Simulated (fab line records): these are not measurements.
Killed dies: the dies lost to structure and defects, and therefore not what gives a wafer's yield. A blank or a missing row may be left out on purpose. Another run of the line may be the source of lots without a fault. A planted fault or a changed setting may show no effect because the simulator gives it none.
fab line records | flow sky130
record: lots: 6 wafers: 18 lastDay: 51
route steps=708 shown VIA3@588 METAL4@598 CAP2M@603 PAD_OPEN@708
lots that met no fault: taken from a fault-free run of the same line
startH: hours from the record's opening day to when the first of the lot's shown wafers began | waitH: time in hours since the lot's previous step | " same as the row above | L1.1+2: one row covering several wafers at once | - either no value or no given start | * or withheld: withheld | < > ~ a bound
route shown NAME@n: names a module that has steps shown in the file, with the first one's number in the route | usual: mean/standard deviation of fault-free wafers | same: alike in all rows | chamber/n: place in a boat | sites: the reading at each site | _std_site: how widely they spread, as a standard deviation | _edge_site: mean of outer sites minus mean of inner sites | radiusMm: for every site, how far away it sits from the centre of the wafer | mask NAME#n: copy n | behind: the most recent tool/chamber to have shaped the wafer | hold: why the lot went on hold/how many hours it stayed there/how the hold came to an end | device: the n, p or np transistor that did not switch | end of line: the same wafers' tests at the end of the route | a step given without rows: its recipe and nothing more | killed: not the wafer's yield, but the dies lost to structure and defects at the first sort | map: a wafer's dies, x killed, . not, _ none there
set.NAME: setting as actually run; set.NAME@STEP: the setting as run at that earlier step | model.NAME: the simulator's own value behind a step, which no gauge read
a table for each step, a row for each wafer; lots at some steps of the route
services: the hour from which a tool's chamber was out of use, counted from the record's first day as startH (under 0 if before that day), plus the number of hours and why
== steps ==
step: SKY_VIA3_ETCH_15
recipe: target: SiO2 chemistry: C4F8/O2/Ar targetDepthNm: 507 stopOn: TiN maskMaterial: KrF-thick sourceW: 1500 biasW: 1200 pressureMtorr: 40 c4f8FlowSccm: withheld O2_flow_sccm: 6 Ar_flow_sccm: 300 timeS: 78
usual: oesProductAu: 0.946/0.0047
columns lot.wafer tool chamber startH waitH oesProductAu rfHoursCounterH
L418.2 rieDiel-03 2 951.08 0.0 0.950 5
L418.4 " 0 " " 0.939 20
L418.6 " 3 " " 0.950 -
L417.1 rieDiel-03 3 952.03 0.0 0.953 16
L417.2 " 1 " " 0.940 12
L417.3 " 0 " " 0.946 20
L420.2 rieDiel-03 1 954.93 0.0 0.943 13
L420.4 " 0 " " 0.945 20
L420.5 " 2 " " 0.942 -
L422.2 rieDiel-03 2 981.14 0.0 0.947 6
L422.3 " 0 " " 0.946 21
L422.5 " 3 " " 0.941 -
L432.3 rieDiel-03 2 1089.73 0.0 0.941 9
L432.4 " 3 " " 0.950 20
L432.5 " 1 " " 0.950 -
L429.2 rieDiel-04 2 1097.14 0.0 0.944 26
L429.3 " 3 " " 0.954 21
L429.4 " 0 " " 0.937 20
step: SKY_VIA3_STRIP_16
recipe: chemistry: O2/N2 powerW: 1400 pressureMtorr: 1500 platenTempC: withheld o2FlowSccm: 3000 n2FlowSccm: 300 overashFraction: 0.5
step: SKY_VIA3_STRIP_17
recipe: chemistry: postEtchResidueRemover timeS: 1200 tempC: 72.5
step: SKY_VIA3_CLEAN_18
recipe: chemistry: IPA timeS: 180 tempC: 25
step: SKY_VIA3_CLEAN_19
recipe: chemistry: O3/DIW dry: n2Spin
step: SKY_VIA3_SPUTTER_20
recipe: material: TiN targetThkNm: 20 chamberPressurePa: 5 powerW: 4000 timeS: 80
step: SKY_VIA3_CVD_21
recipe: material: W targetThkNm: 390 timeS: 117.31 tempC: 400 pressureTorr: 40
usual: heaterPowerW: 843/85
columns lot.wafer tool chamber startH waitH heaterPowerW
L418.2 cvdW-01 0 951.88 0.0 951
L418.4 " 0 " " 936
L418.6 " 1 " " 753
L417.1 cvdW-02 0 952.78 0.0 786
L417.2 " 1 " " 858
L417.3 " 1 " " 853
L420.2 cvdW-01 0 955.65 0.0 925
L420.4 " 0 " " 930
L420.5 " 1 " " 732
L422.2 cvdW-01 1 981.85 0.0 729
L422.3 " 0 " " 961
L422.5 " 0 " " 936
L432.3 cvdW-02 0 1090.49 0.1 738
L432.4 " 1 " " 862
L432.5 " 1 " " 874
L429.2 cvdW-01 0 1097.85 0.0 930
L429.3 " 0 " " 932
L429.4 " 1 " " 738
step: SKY_VIA3_RS_MEAS_22
recipe: thkMeasGauge: four-point-probe reads: W_of_VIA3_CVD_21+TiN_of_VIA3_SPUTTER_20
usual: VIA3_W_RS: 0.295/0.0031
columns lot.wafer tool chamber startH waitH VIA3_W_RS[ohm/sq]
L418.2 filmMetro-02 - 952.02 0.1 0.289
L418.4 " - " " 0.291
L418.6 " - " " 0.291
L417.1 filmMetro-04 - 952.90 0.1 0.297
L417.2 " - " " 0.295
L417.3 " - " " 0.299
L420.2 filmMetro-03 - 955.79 0.1 0.290
L420.4 " - " " 0.293
L420.5 " - " " 0.294
L422.2 filmMetro-04 - 981.99 0.1 0.296
L422.3 " - " " 0.299
L422.5 " - " " 0.297
L432.3 filmMetro-04 - 1090.61 0.1 0.293
L432.4 " - " " 0.299
L432.5 " - " " 0.298
L429.2 filmMetro-03 - 1097.99 0.1 0.298
L429.3 " - " " 0.295
L429.4 " - " " 0.295
step: SKY_VIA3_THK_MEAS_23
recipe: thkMeasGauge: xrf reads: W_of_VIA3_CVD_21
usual: VIA3_W_THK: 403/5.5
columns lot.wafer tool chamber startH waitH VIA3_W_THK[nm]
L418.2 filmMetro-02 - 952.13 0.1 405
L418.4 " - " " 402
L418.6 " - " " 402
L417.1 filmMetro-04 - 953.02 0.1 403
L417.2 " - " " 403
L417.3 " - " " 398
L420.2 filmMetro-03 - 955.90 0.1 410
L420.4 " - " " 408
L420.5 " - " " 405
L422.2 filmMetro-04 - 982.10 0.1 399
L422.3 " - " " 395
L422.5 " - " " 399
L432.3 filmMetro-04 - 1090.71 0.1 406
L432.4 " - " " 397
L432.5 " - " " 399
L429.2 filmMetro-03 - 1098.10 0.1 398
L429.3 " - " " 400
L429.4 " - " " 400
step: SKY_VIA3_CMP_24
recipe: stopOn: SiO2 tOverpolishS: 20 downForcePsi: 3.5 platenRpm: 60 targetThkNm: 0 padVelocityMS: 0.94248
step: SKY_METAL4_SPUTTER_00
recipe: material: Ti targetThkNm: 15 powerW: 3000 timeS: 10 chamberPressurePa: 0.4
usual: throttleValvePct: 29.9/1.1
columns lot.wafer tool chamber startH waitH throttleValvePct
L418.2 pvdSputter-04 - 952.48 0.2 31.6
L418.4 " - " " 30.1
L418.6 " - " " 29.8
L417.1 pvdSputter-04 - 953.38 0.1 31.9
L417.2 " - " " 30.0
L417.3 " - " " 29.1
L420.2 pvdSputter-04 - 956.25 0.2 29.0
L420.4 " - " " 32.1
L420.5 " - " " 28.9
L422.2 pvdSputter-01 - 982.45 0.2 30.5
L422.3 " - " " 28.9
L422.5 " - " " 29.1
L432.3 pvdSputter-01 - 1091.05 0.1 29.5
L432.4 " - " " 29.1
L432.5 " - " " 31.4
L429.2 pvdSputter-01 - 1098.45 0.2 29.6
L429.3 " - " " 28.7
L429.4 " - " " 29.1
step: SKY_METAL4_SPUTTER_01
recipe: material: TiN targetThkNm: 20 powerW: 6500 timeS: 16.7 chamberPressurePa: 0.4
usual: throttleValvePct: 29.9/1.1
columns lot.wafer tool chamber startH waitH throttleValvePct
L418.2 pvdSputter-04 - 952.50 0.0 32.0
L418.4 " - " " 30.0
L418.6 " - " " 30.0
L417.1 pvdSputter-04 - 953.41 0.0 31.7
L417.2 " - " " 30.0
L417.3 " - " " 29.5
L420.2 pvdSputter-04 - 956.27 0.0 29.2
L420.4 " - " " 32.1
L420.5 " - " " 29.1
L422.2 pvdSputter-01 - 982.47 0.0 30.5
L422.3 " - " " 29.3
L422.5 " - " " 29.1
L432.3 pvdSputter-01 - 1091.07 0.0 29.8
L432.4 " - " " 29.1
L432.5 " - " " 31.3
L429.2 pvdSputter-01 - 1098.47 0.0 29.5
L429.3 " - " " 29.2
L429.4 " - " " 28.9
step: SKY_METAL4_SPUTTER_02
recipe: material: AlCu targetThkNm: 735 powerW: 10600 timeS: 39.1 chamberPressurePa: 0.4
usual: throttleValvePct: 29.9/1.1
columns lot.wafer tool chamber startH waitH throttleValvePct
L418.2 pvdSputter-04 - 952.53 0.0 31.8
L418.4 " - " " 29.8
L418.6 " - " " 29.5
L417.1 pvdSputter-04 - 953.43 0.0 31.9
L417.2 " - " " 29.9
L417.3 " - " " 29.2
L420.2 pvdSputter-04 - 956.30 0.0 29.2
L420.4 " - " " 31.9
L420.5 " - " " 29.0
L422.2 pvdSputter-01 - 982.50 0.0 30.7
L422.3 " - " " 28.9
L422.5 " - " " 29.1
L432.3 pvdSputter-01 - 1091.10 0.0 29.7
L432.4 " - " " 29.1
L432.5 " - " " 30.9
L429.2 pvdSputter-01 - 1098.50 0.0 29.5
L429.3 " - " " 29.1
L429.4 " - " " 29.1
step: SKY_METAL4_SPUTTER_03
recipe: material: Ti targetThkNm: 5 powerW: 3000 timeS: 3.3 chamberPressurePa: 0.4
step: SKY_METAL4_SPUTTER_04
recipe: material: TiN targetThkNm: 70 powerW: 6500 timeS: 58.3 chamberPressurePa: 0.4
step: SKY_CAP2M_CVD_00
recipe: material: SiO2 targetThkNm: 15.5 tempC: 400 timeS: withheld rfW: 450
step: SKY_CAP2M_THK_MEAS_01
recipe: reads: SiO2_of_CAP2M_CVD_00
usual: CAP2M_CVD_00_THK: 15.41/0.21
columns lot.wafer tool chamber startH waitH CAP2M_CVD_00_THK[nm]
L418.2 filmMetro-03 - 952.66 - 15.29
L418.4 " - " " 15.52
L418.6 " - " " 15.66
L417.1 filmMetro-03 - 953.56 - 14.97
L417.2 " - " " 15.31
L417.3 " - " " 15.34
L420.2 filmMetro-03 - 956.44 - 15.30
L420.4 " - " " 15.58
L420.5 " - " " 15.66
L422.2 filmMetro-02 - 982.64 - 15.40
L422.3 " - " " 14.99
L422.5 " - " " 15.39
L432.3 filmMetro-02 - 1091.25 - 15.22
L432.4 " - " " 15.35
L432.5 " - " " 15.25
L429.2 filmMetro-03 - 1098.65 - 14.82
L429.3 " - " " 15.46
L429.4 " - " " 14.97
step: SKY_CAP2M_SPUTTER_02
recipe: material: TiN targetThkNm: 200 tempC: 300 powerW: 6500 timeS: 166.7 chamberPressurePa: 0.4
step: SKY_CAP2M_RS_MEAS_03
recipe: thkMeasGauge: four-point-probe reads: TiN_of_CAP2M_SPUTTER_02
usual: CAP2M_TIN_RS: 6.90/0.078
columns lot.wafer tool chamber startH waitH CAP2M_TIN_RS[ohm/sq]
L418.2 filmMetro-03 - 952.84 0.1 7.06
L418.4 " - " " 6.98
L418.6 " - " " 6.97
L417.1 filmMetro-03 - 953.73 0.1 6.95
L417.2 " - " " 6.95
L417.3 " - " " 6.92
L420.2 filmMetro-01 - 956.62 0.1 6.98
L420.4 " - " " 6.86
L420.5 " - " " 6.92
L422.2 filmMetro-01 - 982.82 0.1 7.07
L422.3 " - " " 7.06
L422.5 " - " " 7.01
L432.3 filmMetro-01 - 1091.44 0.1 6.98
L432.4 " - " " 7.00
L432.5 " - " " 7.02
L429.2 filmMetro-02 - 1098.83 0.1 7.01
L429.3 " - " " 7.06
L429.4 " - " " 7.06
step: SKY_CAP2M_THK_MEAS_04
recipe: thkMeasGauge: xrf reads: TiN_of_CAP2M_SPUTTER_02
usual: CAP2M_TIN_THK: 201.8/2.3
columns lot.wafer tool chamber startH waitH CAP2M_TIN_THK[nm]
L418.2 filmMetro-03 - 952.95 0.1 197.5
L418.4 " - " " 199.7
L418.6 " - " " 200.4
L417.1 filmMetro-03 - 953.85 0.1 200.5
L417.2 " - " " 201.0
L417.3 " - " " 200.6
L420.2 filmMetro-01 - 956.73 0.1 199.0
L420.4 " - " " 203.5
L420.5 " - " " 200.4
L422.2 filmMetro-01 - 982.93 0.1 197.9
L422.3 " - " " 197.7
L422.5 " - " " 198.5
L432.3 filmMetro-01 - 1091.54 0.1 200.5
L432.4 " - " " 199.1
L432.5 " - " " 199.0
L429.2 filmMetro-02 - 1098.94 0.1 197.7
L429.3 " - " " 197.4
L429.4 " - " " 197.0
step: SKY_CAP2M_DEHYDRATE_05
recipe: tempC: 200 timeS: 60
step: SKY_CAP2M_HMDS_06
recipe: primeTimeS: 60 primeTempC: 120
step: SKY_CAP2M_COAT_07
recipe: resist: NOVOLAK spinRpm: 3000 resistThkNm: 1140
step: SKY_CAP2M_SOFTBAKE_08
recipe: tempC: 90 timeS: 60 resist: NOVOLAK
step: SKY_CAP2M_EXPOSE_09
recipe: maskId: CAP2M na: 0.6 sourceShape: conventional sigmaOuter: 0.6 polarization: unpolarized targetCdNm: 1000 doseMj: 159
step: SKY_CAP2M_PEB_10
recipe: tempC: withheld timeS: * resist: NOVOLAK
step: SKY_CAP2M_DEVELOP_11
recipe: resist: NOVOLAK developer: TMAH developTimeS: 60 devTempC: 23
step: SKY_CAP2M_OVL_MEAS_12
usual: CAP2M_OVL: 0.3/1.5
columns lot.wafer tool chamber startH waitH CAP2M_OVL[nm]
L418.2 overlay-02 - 976.44 0.1 1.9
L418.4 " - " " 1.2
L418.6 " - " " 2.7
L417.1 overlay-01 - 977.53 0.1 -2.4
L417.2 " - " " -1.0
L417.3 " - " " -2.0
L420.2 overlay-01 - 980.19 0.1 -1.0
L420.4 " - " " 0.6
L420.5 " - " " -0.8
L422.2 overlay-02 - 1006.44 0.1 1.2
L422.3 " - " " 2.3
L422.5 " - " " 2.7
L432.3 overlay-01 - 1110.65 0.1 -0.5
L432.4 " - " " -0.1
L432.5 " - " " -0.8
L429.2 overlay-02 - 1117.34 0.1 -1.9
L429.3 " - " " -2.2
L429.4 " - " " 0.7
step: SKY_CAP2M_METAL_ETCH_13
recipe: targetDepthNm: 220 stopOn: SiO2 chemistry: Cl2/BCl3 target: TiN pressureMtorr: 10 icpW: 900 biasW: 48.5 Cl2_flow_sccm: 60 bcl3FlowSccm: 30 timeS: 62.9
step: SKY_CAP2M_STRIP_14
recipe: chemistry: O2/N2 powerW: 1400 pressureMtorr: 1500 platenTempC: withheld o2FlowSccm: 3000 n2FlowSccm: 300 overashFraction: 0.5
usual: drypumpMotorCurrentA: 5.5/0.4 n2FlowSccm: 300.2/0.93 oesProductAu: 0.710/0.0045 stripTimeToEndpointS: 12.67/0.043
columns lot.wafer tool chamber startH waitH drypumpMotorCurrentA n2FlowSccm oesProductAu rfHoursCounterH stripTimeToEndpointS
L418.2 plasmaAsher-02 0 976.54 0.1 5.6 297.8 0.706 56 12.71
L418.4 " 1 " " 5.3 300.1 0.715 - 12.71
L418.6 " 1 " " 5.3 302.1 0.703 - 12.70
L417.1 plasmaAsher-03 0 977.65 0.1 6.0 299.4 0.717 116 12.63
L417.2 " 1 " " 5.4 300.1 0.708 116 12.67
L417.3 " 1 " " 5.5 299.5 0.707 - 12.61
L420.2 plasmaAsher-01 0 980.30 0.1 4.7 301.2 0.700 85 12.70
L420.4 " 0 " " 4.7 300.6 0.708 - 12.71
L420.5 " 0 " " 4.7 299.7 0.713 - 12.74
L422.2 plasmaAsher-02 0 1006.55 0.1 5.6 302.0 0.713 59 12.71
L422.3 " 0 " " 5.6 301.1 0.714 - 12.72
L422.5 " 0 " " 5.6 299.5 0.708 - 12.70
L432.3 plasmaAsher-02 1 1110.78 0.1 5.3 299.0 0.708 - 12.71
L432.4 " 0 " " 5.6 300.5 0.710 - 12.60
L432.5 " 0 " " 5.6 300.8 0.719 - 12.67
L429.2 plasmaAsher-01 0 1117.45 0.1 4.7 299.1 0.713 95 12.70
L429.3 " 1 " " 6.0 298.6 0.713 - 12.72
L429.4 " 0 " " 4.7 298.9 0.698 - 12.64
step: SKY_CAP2M_STRIP_15
recipe: chemistry: postEtchResidueRemover timeS: 1200 tempC: 72.5
step: SKY_CAP2M_CLEAN_16
recipe: chemistry: IPA timeS: 180 tempC: 25
step: SKY_CAP2M_CLEAN_17
recipe: chemistry: O3/DIW dry: n2Spin
step: SKY_METAL4_DEHYDRATE_05
recipe: tempC: 200 timeS: 60
step: SKY_METAL4_HMDS_06
recipe: primeTimeS: 60 primeTempC: 120
step: SKY_METAL4_COAT_07
recipe: resist: BARC tempC: withheld timeS: withheld spinRpm: 3000 resistThkNm: 60
step: SKY_METAL4_COAT_08
recipe: resist: KrF-thick spinRpm: 3000 resistThkNm: 1140
step: SKY_METAL4_SOFTBAKE_09
recipe: tempC: 100 timeS: 90 resist: KrF-thick
step: SKY_METAL4_EXPOSE_10
recipe: maskId: MM4 na: 0.68 sourceShape: annular sigmaInner: 0.4 sigmaOuter: 0.8 targetCdNm: 300 doseMj: 28
step: SKY_METAL4_PEB_11
recipe: pebTempC: withheld pebTimeS: withheld resist: KrF-thick
step: SKY_METAL4_DEVELOP_12
recipe: developTimeS: 60 resist: KrF-thick devTempC: 21
step: SKY_METAL4_CD_MEAS_13
recipe: targetCdNm: 300
usual: cdNm: 299.6/1.2
columns lot.wafer tool chamber startH waitH cdNm
L418.2 cdSem-02 - 1001.46 - 300.2
L418.4 " - " " 300.5
L418.6 " - " " 300.0
L417.1 cdSem-01 - 1002.14 - 300.1
L417.2 " - " " 300.6
L417.3 " - " " 300.7
L420.2 cdSem-01 - 1004.36 - 298.8
L420.4 " - " " 300.6
L420.5 " - " " 298.9
L422.2 cdSem-02 - 1029.76 - 298.5
L422.3 " - " " 299.0
L422.5 " - " " 299.6
L432.3 cdSem-02 - 1131.13 - 298.5
L432.4 " - " " 300.4
L432.5 " - " " 299.6
L429.2 cdSem-01 - 1137.31 - 298.9
L429.3 " - " " 300.3
L429.4 " - " " 299.1
step: SKY_PAD_OPEN_PROBE_99
usual: defectLimitedYield: 82.5/2 killed_at_M0_to_M3: 42/7.3 killed_at_M4_up: 3.4/2 killedAtContacts: 24/5.6 killedAtFrontEnd: 16/4.5 killedAtOther: 0.2/0.51 killedDies: 86/9.8 killedOpen: 46/7 killedShort: 40/6.7 sort_bin_3_pad_short: 0.9/0.42 sort_bin_5_function: 10.3/1.5 sort_bin_6_memory: 6.3/1.3 sortNPass: 406/9.8 sortYieldPct: 82.5/2
same: grossDies: 492 killedAtBackSide: 0 sort_bin_4_leakage[%]: 0 sort_bin_8_speed[%]: 0
columns lot.wafer tool chamber startH waitH hold defectLimitedYield[%] killed_at_M0_to_M3 killed_at_M4_up killedAtContacts killedAtFrontEnd killedAtOther killedDies killedOpen killedShort sort_bin_3_pad_short[%] sort_bin_5_function[%] sort_bin_6_memory[%] sortNPass sortYieldPct[%] model.etest.tester.sortNPass model.etest.tester.sortYieldPct model.etest.tester.sort_bin_5_pct model.etest.tester.sort_bin_3_pct
L417.1 prober-01 - 1102.95 0.1 awaitDispo/1.6h/release 76.4 38 44 23 11 0 116 49 28 2.6 14.0 6.9 376 76.4 376 76.42 14.02 2.642
L417.2 prober-01 - 1103.00 0.1 awaitDispo/1.6h/release 87.0 33 2 15 14 0 64 34 30 1.0 7.7 4.3 428 87.0 428 86.99 7.724 1.016
L417.3 prober-01 - 1103.05 0.2 awaitDispo/1.6h/release 80.9 49 4 25 16 0 94 61 33 0.2 11.6 7.3 398 80.9 398 80.89 11.59 0.2033
L418.2 prober-02 - 1103.00 0.1 - 83.3 35 6 21 19 1 82 44 38 0.6 9.1 6.9 410 83.3 410 83.33 9.146 0.6098
L418.4 prober-02 - 1103.10 0.2 - 83.5 39 5 20 16 1 81 44 37 0.6 9.3 6.5 411 83.5 411 83.54 9.35 0.6098
L418.6 prober-02 - 1103.20 0.2 - 79.9 40 3 32 24 0 99 47 51 1.4 11.8 6.9 393 79.9 393 79.88 11.79 1.423
L420.2 prober-01 - 1104.50 0.1 awaitDispo/3.1h/release 82.5 47 3 22 14 0 86 46 40 1.2 10.0 6.3 406 82.5 406 82.52 9.959 1.22
L420.4 prober-01 - 1104.60 0.2 awaitDispo/3.1h/release 74.6 38 43 23 21 0 125 44 41 2.8 14.6 7.9 367 74.6 367 74.59 14.63 2.846
L420.5 prober-01 - 1104.65 0.2 awaitDispo/3.1h/release 79.7 61 5 17 17 0 100 55 45 1.0 11.8 7.5 392 79.7 392 79.67 11.79 1.016
L422.2 prober-02 - 1125.29 0.1 - 80.5 50 5 21 19 1 96 52 43 1.0 10.0 8.5 396 80.5 396 80.49 9.959 1.016
L422.3 prober-02 - 1125.34 0.2 - 84.1 33 6 23 16 0 78 37 41 1.2 8.9 5.7 414 84.1 414 84.15 8.943 1.22
L422.5 prober-02 - 1125.44 0.2 - 85.6 28 4 21 18 0 71 35 36 0.8 7.9 5.7 421 85.6 421 85.57 7.927 0.813
L432.3 prober-02 - 1212.46 0.2 - 81.5 51 2 20 18 0 91 46 44 0.6 11.0 6.9 401 81.5 401 81.5 10.98 0.6098
L432.4 prober-02 - 1212.51 0.2 - 87.2 25 2 21 15 0 63 34 28 1.2 8.1 3.5 429 87.2 429 87.2 8.13 1.22
L432.5 prober-02 - 1212.56 0.2 - 82.7 51 0 22 11 1 85 51 33 1.4 11.4 4.5 407 82.7 407 82.72 11.38 1.423
L429.2 prober-02 - 1214.56 0.1 - 84.3 38 1 27 11 0 77 44 33 0.6 10.0 5.1 415 84.3 415 84.35 9.959 0.6098
L429.3 prober-02 - 1214.61 0.2 - 79.1 35 8 44 16 0 103 51 52 1.8 13.6 5.5 389 79.1 389 79.06 13.62 1.829
L429.4 prober-02 - 1214.66 0.2 - 81.1 35 7 40 11 0 93 46 47 1.0 11.2 6.7 399 81.1 399 81.1 11.18 1.016
killed by level:class
L417.1 METAL4:unspecified=39 VIA3:geometricParticle:open=9 CONTACT:geometricParticle:open=8 VIA2:geometricParticle:open=8 LI_CONTACT:geometricParticle:open=7 VIA1:geometricParticle:open=7 CONTACT:geometricParticle:short=5 POLY_GATE:geometricParticle:open=4
L418.2 LI_CONTACT:geometricParticle:open=8 VIA2:geometricParticle:short=6 VIA2:geometricParticle:open=5 VIA3:geometricParticle:open=5 FIELD_ISO:geometricParticle:open=4 METAL4:geometricParticle:short=4 CONTACT:geometricParticle:short=4 CONTACT:geometricParticle:open=4
L417.2 VIA1:geometricParticle:open=7 METAL2:geometricParticle:short=6 CONTACT:geometricParticle:open=5 METAL1:geometricParticle:short=5 POLY_GATE:geometricParticle:open=4 LI_CONTACT:geometricParticle:short=4 FIELD_ISO:geometricParticle:open=3 FIELD_ISO:geometricParticle:short=3
L417.3 VIA1:geometricParticle:open=14 VIA2:geometricParticle:open=12 LI_CONTACT:geometricParticle:open=10 CONTACT:geometricParticle:open=8 FIELD_ISO:geometricParticle:short=6 FIELD_ISO:geometricParticle:open=5 VIA3:geometricParticle:open=5 VIA2:geometricParticle:short=5
L418.4 VIA1:geometricParticle:open=9 VIA3:geometricParticle:open=7 CONTACT:geometricParticle:open=6 POLY_GATE:geometricParticle:open=5 LOCAL_INTERCONNECT:geometricParticle:short=5 CONTACT:geometricParticle:short=5 VIA2:geometricParticle:open=5 METAL2:geometricParticle:short=5
L418.6 CONTACT:geometricParticle:open=11 METAL1:geometricParticle:short=9 POLY_GATE:geometricParticle:short=7 VIA1:geometricParticle:open=7 FIELD_ISO:geometricParticle:short=6 LOCAL_INTERCONNECT:geometricParticle:short=6 CONTACT:geometricParticle:short=6 VIA1:geometricParticle:short=6
L420.2 VIA1:geometricParticle:open=18 LOCAL_INTERCONNECT:geometricParticle:short=7 CONTACT:geometricParticle:open=7 POLY_GATE:geometricParticle:open=6 VIA1:geometricParticle:short=6 VIA3:geometricParticle:short=6 METAL1:geometricParticle:short=5 VIA2:geometricParticle:open=4
L420.4 METAL4:unspecified=40 CONTACT:geometricParticle:open=9 VIA3:geometricParticle:open=9 VIA2:geometricParticle:open=7 FIELD_ISO:geometricParticle:open=6 METAL2:geometricParticle:short=6 VIA2:geometricParticle:short=5 POLY_GATE:geometricParticle:short=5
L420.5 VIA3:geometricParticle:open=17 VIA1:geometricParticle:open=11 CONTACT:geometricParticle:open=6 METAL1:geometricParticle:short=6 VIA1:geometricParticle:short=6 POLY_GATE:geometricParticle:short=5 VIA2:geometricParticle:short=5 FIELD_ISO:geometricParticle:open=4
L422.2 CONTACT:geometricParticle:open=10 VIA1:geometricParticle:open=10 FIELD_ISO:geometricParticle:open=7 VIA2:geometricParticle:open=7 METAL1:geometricParticle:short=6 VIA3:geometricParticle:open=6 VIA1:geometricParticle:short=5 METAL3:geometricParticle:short=4
L422.3 VIA1:geometricParticle:open=9 CONTACT:geometricParticle:short=7 CONTACT:geometricParticle:open=7 METAL4:geometricParticle:short=6 FIELD_ISO:geometricParticle:short=4 FIELD_ISO:geometricParticle:open=4 LI_CONTACT:geometricParticle:open=4 VIA2:geometricParticle:open=4
L422.5 CONTACT:geometricParticle:open=10 FIELD_ISO:geometricParticle:short=6 VIA1:geometricParticle:open=6 LOCAL_INTERCONNECT:geometricParticle:short=5 VIA3:geometricParticle:short=5 METAL1:geometricParticle:short=4 FIELD_ISO:geometricParticle:open=4 POLY_GATE:geometricParticle:short=3
L432.3 METAL2:geometricParticle:short=12 CONTACT:geometricParticle:open=8 VIA1:geometricParticle:open=8 VIA3:geometricParticle:open=6 FIELD_ISO:geometricParticle:short=5 LI_CONTACT:geometricParticle:open=5 VIA1:geometricParticle:short=5 VIA2:geometricParticle:open=5
L432.4 FIELD_ISO:geometricParticle:short=5 LI_CONTACT:geometricParticle:open=5 CONTACT:geometricParticle:short=5 CONTACT:geometricParticle:open=5 VIA1:geometricParticle:open=5 VIA3:geometricParticle:open=5 POLY_GATE:geometricParticle:open=4 LOCAL_INTERCONNECT:geometricParticle:short=4
L432.5 VIA2:geometricParticle:open=12 VIA3:geometricParticle:open=9 VIA1:geometricParticle:open=8 CONTACT:geometricParticle:short=6 METAL2:geometricParticle:short=6 LI_CONTACT:geometricParticle:open=5 VIA1:geometricParticle:short=5 CONTACT:geometricParticle:open=5
L429.2 VIA1:geometricParticle:open=9 LI_CONTACT:geometricParticle:open=7 LOCAL_INTERCONNECT:geometricParticle:short=7 CONTACT:geometricParticle:open=6 VIA2:geometricParticle:open=5 METAL2:geometricParticle:short=5 VIA3:geometricParticle:open=5 FIELD_ISO:geometricParticle:open=4
L429.3 LI_CONTACT:geometricParticle:open=14 CONTACT:geometricParticle:open=11 CONTACT:geometricParticle:short=10 METAL2:geometricParticle:short=8 VIA1:geometricParticle:open=7 POLY_GATE:geometricParticle:short=6 METAL4:geometricParticle:short=6 VIA3:geometricParticle:open=6
L429.4 CONTACT:geometricParticle:open=16 LI_CONTACT:geometricParticle:open=13 METAL1:geometricParticle:short=9 METAL4:geometricParticle:short=6 CONTACT:geometricParticle:short=5 VIA1:geometricParticle:open=5 LOCAL_INTERCONNECT:geometricParticle:short=4 METAL2:geometricParticle:short=4
map L417.1 (x killed, . not)
__________xxxxxxx..._________
________xxxxxxxxxxxxx._______
______...xxxxxxxx......._____
_____.x.xxxxxxxxx........____
____......xxxx.xx...xx....___
___..........x.xx..x.x.....__
__...xx.x......x.x...x......_
_....x.....x..x.......x.x.xx.
_..........x........x.......x
_x...........x.......x....x..
_x......x..xx......x.....x...
_..x.........................
_..x...x...x..............x..
_x..............x........x.x.
_.....xx...x........xx...x.x.
__......x..x.....xxx.....x.._
___x.......x.x.......x..x.x__
____.........x......x.....___
_____x.x.....xx.....x..x.____
______.................x_____
________x............x_______
__________.........._________
map L420.4 (x killed, . not)
__________.xxxxxxx.._________
________.xxxxxxxx.xxx._______
______.xx.xxxxxxxxx.x..._____
_____...xxx..xxxxxx.x....____
____.x.....x.x....x..x..xx___
___..x....xx.x..x....xx....__
__...x....xx...x.x.x......xx_
_...x......x...........x.....
_............................
_x..........x.....x......x...
_.x.....x..x..........x......
_x.x..x...x.x..........xx..x.
_.x.......x........x....x..x.
_..........xx....x.x..x..xx..
_..x....x.x..........x...x...
__.........x.x...x......x..._
___...x......x..........xx.__
____x.....x.....x.........___
_____.......x.x..x.......____
______....x...xx..xx...._____
________..x..x....xxxx_______
__________..x.x....._________
== services ==
columns tool chamber startH hours kind
rieDiel-04 0 935.76 7.4 repair
rieDiel-04 2 936.33 6.2 repair
cvdW-02 - 938.78 1.2 repair
rieDiel-04 3 952.28 4.5 repair
rieDiel-04 0 954.12 18.0 repair
cvdW-02 - 978.85 3.8 pm
plasmaAsher-03 - 982.67 2.8 pm
pvdSputter-04 - 992.80 5.1 repair
plasmaAsher-02 - 1001.37 0.6 repair
pvdSputter-01 - 1009.04 2.4 repair
cvdW-02 0 1023.02 6.0 repair
plasmaAsher-03 - 1055.27 9.0 pm
pvdSputter-04 1 1056.22 - consumableReplace:kit
pvdSputter-04 1 1056.22 18.0 scheduledDown
pvdSputter-04 1 1056.22 18.0 ventCycle
rieDiel-04 - 1059.80 1.0 repair
plasmaAsher-01 - 1063.74 2.0 repair
cvdW-01 1 1076.70 15.0 repair
plasmaAsher-01 - 1076.71 28.1 pm
cvdW-02 1 1080.40 3.6 repair
rieDiel-04 - 1081.89 0.8 repair
pvdSputter-01 1 1087.83 - consumableReplace:kit
pvdSputter-04 - 1095.88 0.7 repair
rieDiel-04 - 1106.78 0.3 repair
== key ==
firstSign: step: SKY_PAD_OPEN_PROBE_99 reading: killed_at_M4_up direction: up sigmas: 20 usual: 3.4 struck: 43.5
effect: step: SKY_PAD_OPEN_PROBE_99 reading: sort_bin_3_pad_short direction: up sigmas: 4.4 usual: 0.9 struck: 2.7
modelEffect: step: SKY_PAD_OPEN_PROBE_99 value: etest.tester.sortNPass without: 403.5 struck: 371.5
metAt SKY_METAL4_SPUTTER_02
struckWafers L417.1,L420.4
onsetBetween 952.53 953.43
fault: kind: chamberParticleSource tool: pvdSputter-04 chamber: - onsetH: 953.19 steps: SKY_METAL4_SPUTTER_02 ratePerVisitCm2: 0.691 endH: 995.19 scope: struckWafersOnly
